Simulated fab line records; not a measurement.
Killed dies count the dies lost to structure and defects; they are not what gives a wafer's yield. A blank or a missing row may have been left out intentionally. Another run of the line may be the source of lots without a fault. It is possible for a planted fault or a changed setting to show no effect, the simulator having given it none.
A single fault, viewed from 2 desks / flow sky130 / every desk sees just its own numbers, and what lay behind them comes last

DESK OF THE TOOL OWNER: rie si-01
The tool's own readings at SKY_FIELD_ISO_ETCH_17 (etches Si in HBr/Cl2/O2, target depth 342 nm, time 97.7 s): means of the sampled wafers that have a number, for each lot that ran on this tool. Any lot whose mean is over 4 standard deviations away from the usual mean is out of limits and marked OUT; that distance is given in the brackets.
Columns: A = drypump motor current A at SKY_FIELD_ISO_ETCH_17, usual 5.9 A; B = oes product au at SKY_FIELD_ISO_ETCH_17, usual 0.998 a.u.; C = run length s at SKY_FIELD_ISO_ETCH_17, usual 125.8 s; D = throttle valve pct at SKY_FIELD_ISO_ETCH_17, usual 25.658 %
lot=L921; first seen here=day 3 16:49; A=5.2; B=1.006; C=131.2 (+15) OUT; D=25.651
lot=L925; first seen here=day 4 17:51; A=5.2; B=1.016; C=131.5 (+16) OUT; D=25.655
lot=L926; first seen here=day 4 21:01; A=5.2; B=0.996; C=136.9 (+32) OUT; D=25.652
This desk finds L921, L925, L926 out of limits, L921 being first, at day 3 16:49 (run length s at SKY_FIELD_ISO_ETCH_17). In limits: none.

THE METROLOGY DESK
What the gauges read for every lot (on any tool): the sampled wafers with a number, averaged. Any lot whose mean is over 4 standard deviations away from the usual mean is out of limits and marked OUT; that distance is given in the brackets.
Columns: A = NWELL_2_TW at SKY_NWELL_TW_MEAS_26, usual 494; B = NWELL_RS at SKY_NWELL_RS_MEAS_29, usual 624.1 ohm/sq
lot=L914; first seen here=day 5 10:16; A=496; B=621.5
lot=L916; first seen here=day 5 20:57; A=489; B=624.6
lot=L915; first seen here=day 5 22:24; A=495; B=622.9
lot=L921; first seen here=day 7 06:22; A=491; B=624.4
lot=L925; first seen here=day 8 04:07; A=497; B=625.6
lot=L926; first seen here=day 8 08:54; A=493; B=623.5
lot=L927; first seen here=day 8 14:37; A=493; B=623.2
lot=L928; first seen here=day 9 00:18; A=491; B=627.5
lot=L930; first seen here=day 9 07:12; A=497; B=622.9
lot=L933; first seen here=day 10 06:43; A=498; B=623.5
lot=L932; first seen here=day 10 07:49; A=491; B=623.1
lot=L935; first seen here=day 10 12:56; A=489; B=622.8
lot=L936; first seen here=day 10 22:20; A=495; B=623.7
Finding of this desk: none of the 13 lots has anything out of limits.

TAKEN TOGETHER
The tool owner's desk had the chance to raise an alarm at day 3 16:49 on L921, L925, L926.
At the metrology desk, nothing out of limits was observed.
The metrology desk holds a record of L921, L925, L926, inside its limits.
The lots listed all ran SKY_FIELD_ISO_ETCH_17 on rie si-01.

WHAT WAS PUT IN BY THE SIMULATOR
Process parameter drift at SKY_FIELD_ISO_ETCH_17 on rie si-01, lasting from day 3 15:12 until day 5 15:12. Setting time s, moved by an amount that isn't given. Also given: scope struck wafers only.
Struck lots among those shown: L921, L925, L926.
How many hours passed from the start of the fault until each desk's first out-of-limits reading: the tool owner's desk, 2.
